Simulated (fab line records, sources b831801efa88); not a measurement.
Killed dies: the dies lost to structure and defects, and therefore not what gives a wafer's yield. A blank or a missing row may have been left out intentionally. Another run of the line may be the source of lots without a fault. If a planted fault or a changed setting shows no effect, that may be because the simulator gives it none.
Which tool was responsible? || flow sfqLine || 15 lots, 45 wafers sampled, at 3 steps of a route of 325

== WHAT THE GAUGES READ, wafer by wafer ==
SFQ_M8_RS_MEAS_949: the measuring method here is four-point-probe.
{"lot": "L338", "measured": "day 81 12:01", "on": "filmMetro-04", "M8_AU_RS (ohm/sq)": "0.1519 0.1514 0.1537"}
{"lot": "L339", "measured": "day 83 16:29", "on": "filmMetro-02", "M8_AU_RS (ohm/sq)": "0.1568 0.1556 0.1561"}
{"lot": "L340", "measured": "day 84 03:41", "on": "filmMetro-02", "M8_AU_RS (ohm/sq)": "0.1566 0.1529 0.1547"}
{"lot": "L341", "measured": "day 84 15:31", "on": "filmMetro-02", "M8_AU_RS (ohm/sq)": "0.1533 0.1530 0.1524"}
{"lot": "L342", "measured": "day 84 21:31", "on": "filmMetro-02", "M8_AU_RS (ohm/sq)": "0.1541 0.1533 0.1530"}
{"lot": "L343", "measured": "day 84 23:53", "on": "filmMetro-02", "M8_AU_RS (ohm/sq)": "0.1524 0.1522 0.1528"}
{"lot": "L344", "measured": "day 85 03:29", "on": "filmMetro-02", "M8_AU_RS (ohm/sq)": "0.1561 0.1529 0.1568"}
{"lot": "L345", "measured": "day 85 07:06", "on": "filmMetro-03", "M8_AU_RS (ohm/sq)": "0.1528 0.1518 0.1528"}
{"lot": "L346", "measured": "day 85 09:29", "on": "filmMetro-02", "M8_AU_RS (ohm/sq)": "0.1533 0.1517 0.1556"}
{"lot": "L349", "measured": "day 85 19:06", "on": "filmMetro-04", "M8_AU_RS (ohm/sq)": "0.1557 0.1557 0.1559"}
{"lot": "L350", "measured": "day 85 20:17", "on": "filmMetro-04", "M8_AU_RS (ohm/sq)": "0.1515 0.1537 0.1316"}
{"lot": "L351", "measured": "day 86 01:07", "on": "filmMetro-04", "M8_AU_RS (ohm/sq)": "0.1535 0.1535 0.1519"}
{"lot": "L352", "measured": "day 86 03:29", "on": "filmMetro-04", "M8_AU_RS (ohm/sq)": "0.1532 0.1344 0.1534"}
{"lot": "L354", "measured": "day 86 14:17", "on": "filmMetro-04", "M8_AU_RS (ohm/sq)": "0.1516 0.1525 0.1334"}
{"lot": "L359", "measured": "day 87 05:54", "on": "filmMetro-04", "M8_AU_RS (ohm/sq)": "0.1531 0.1535 0.1551"}

SFQ_M8_THK_MEAS_950: measures by xrf.
{"lot": "L338", "measured": "day 81 12:08", "on": "filmMetro-04", "M8_AU_THK (nm)": "184.0 185.3 182.1"}
{"lot": "L339", "measured": "day 83 16:37", "on": "filmMetro-02", "M8_AU_THK (nm)": "176.6 177.3 176.9"}
{"lot": "L340", "measured": "day 84 03:48", "on": "filmMetro-02", "M8_AU_THK (nm)": "176.3 180.4 178.8"}
{"lot": "L341", "measured": "day 84 15:37", "on": "filmMetro-02", "M8_AU_THK (nm)": "180.0 180.2 180.3"}
{"lot": "L342", "measured": "day 84 21:37", "on": "filmMetro-02", "M8_AU_THK (nm)": "178.7 180.2 180.1"}
{"lot": "L343", "measured": "day 85 00:00", "on": "filmMetro-02", "M8_AU_THK (nm)": "179.6 180.2 180.0"}
{"lot": "L344", "measured": "day 85 03:36", "on": "filmMetro-02", "M8_AU_THK (nm)": "175.0 179.1 174.5"}
{"lot": "L345", "measured": "day 85 07:13", "on": "filmMetro-03", "M8_AU_THK (nm)": "178.6 179.1 178.4"}
{"lot": "L346", "measured": "day 85 09:36", "on": "filmMetro-02", "M8_AU_THK (nm)": "178.9 180.6 176.3"}
{"lot": "L349", "measured": "day 85 19:13", "on": "filmMetro-04", "M8_AU_THK (nm)": "179.2 178.9 179.6"}
{"lot": "L350", "measured": "day 85 20:24", "on": "filmMetro-04", "M8_AU_THK (nm)": "184.0 181.4 212.9"}
{"lot": "L351", "measured": "day 86 01:13", "on": "filmMetro-04", "M8_AU_THK (nm)": "181.9 182.5 183.2"}
{"lot": "L352", "measured": "day 86 03:36", "on": "filmMetro-04", "M8_AU_THK (nm)": "183.3 206.7 181.6"}
{"lot": "L354", "measured": "day 86 14:24", "on": "filmMetro-04", "M8_AU_THK (nm)": "184.6 183.1 209.2"}
{"lot": "L359", "measured": "day 87 06:01", "on": "filmMetro-04", "M8_AU_THK (nm)": "182.4 182.1 179.3"}

== WHAT TOOL EACH LOT RAN ON (gives the tool, then ch and the chambers of the sampled wafers, and finally the start) ==
{"lot": "L338", "SFQ_TRILAYER_M8_DEP_EVAP_196": "pvdSputter-01, day 81 11:30"}
{"lot": "L339", "SFQ_TRILAYER_M8_DEP_EVAP_196": "pvdSputter-02, day 83 15:56"}
{"lot": "L340", "SFQ_TRILAYER_M8_DEP_EVAP_196": "pvdSputter-01, day 84 03:10"}
{"lot": "L341", "SFQ_TRILAYER_M8_DEP_EVAP_196": "pvdSputter-02, day 84 14:58"}
{"lot": "L342", "SFQ_TRILAYER_M8_DEP_EVAP_196": "pvdSputter-01, day 84 20:58"}
{"lot": "L343", "SFQ_TRILAYER_M8_DEP_EVAP_196": "pvdSputter-02, day 84 23:22"}
{"lot": "L344", "SFQ_TRILAYER_M8_DEP_EVAP_196": "pvdSputter-01, day 85 02:58"}
{"lot": "L345", "SFQ_TRILAYER_M8_DEP_EVAP_196": "pvdSputter-02, day 85 06:34"}
{"lot": "L346", "SFQ_TRILAYER_M8_DEP_EVAP_196": "pvdSputter-01, day 85 08:58"}
{"lot": "L349", "SFQ_TRILAYER_M8_DEP_EVAP_196": "pvdSputter-02, day 85 18:34"}
{"lot": "L350", "SFQ_TRILAYER_M8_DEP_EVAP_196": "pvdSputter-01, day 85 19:46"}
{"lot": "L351", "SFQ_TRILAYER_M8_DEP_EVAP_196": "pvdSputter-02, day 86 00:34"}
{"lot": "L352", "SFQ_TRILAYER_M8_DEP_EVAP_196": "pvdSputter-01, day 86 02:58"}
{"lot": "L354", "SFQ_TRILAYER_M8_DEP_EVAP_196": "pvdSputter-01, day 86 13:46"}
{"lot": "L359", "SFQ_TRILAYER_M8_DEP_EVAP_196": "pvdSputter-02, day 87 05:22"}
- SFQ_TRILAYER_M8_DEP_EVAP_196: material Au, target thk 180 nm, time 900 s.

== WHAT THE TOOLS THEMSELVES READ (means of the sampled wafers that have a number; where no wafer has one, the mark that the record gives instead) ==
The record holds no such reading with a usual standard deviation.

== THE ANSWER, worked out from the rows above alone ==
Rule: the usual values come from the lots themselves. Put in order of their means at a reading, lots are off if they are a third of the lots or fewer, leave a main group of 4 or more, and stand apart from it by a gap of 3 or more times the standard deviation of the main group's means; of several such gaps the widest counts. A main group whose means are all the same, to the digits that the tables above print for the reading, isn't used. A lot without any number at a reading at which 4 lots or more have one is off too. Any other lot the step has rows for is counted as sound. Order of review: gauges by route order, followed by the tools' own readings, for which a lot's mean as printed above is used. At the first step where some lot is off, the reading lying furthest off is the one used; lots without a number count as furthest.
Off: L350, L352, L354, at SFQ_M8_RS_MEAS_949 (M8_AU_RS). The main group has a mean of 0.1538 ohm/sq with a standard deviation of 0.0013.
If a tool, at a process step before that reading, ran all the lots that are off and no sound lot after the first of them, it fits. Those tools and the gauges at SFQ_M8_RS_MEAS_949 are tried in the same way. One fits: pvdSputter-01 at SFQ_TRILAYER_M8_DEP_EVAP_196. Its last sound lot is L346 (day 85 08:58), its first lot that is off L350 (day 85 19:46): a fault that began between those two fits.

== WHAT THE SIMULATOR HAD INSERTED ==
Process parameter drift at SFQ_TRILAYER_M8_DEP_EVAP_196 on pvdSputter-01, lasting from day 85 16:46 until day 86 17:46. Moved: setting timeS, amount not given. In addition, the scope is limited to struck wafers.
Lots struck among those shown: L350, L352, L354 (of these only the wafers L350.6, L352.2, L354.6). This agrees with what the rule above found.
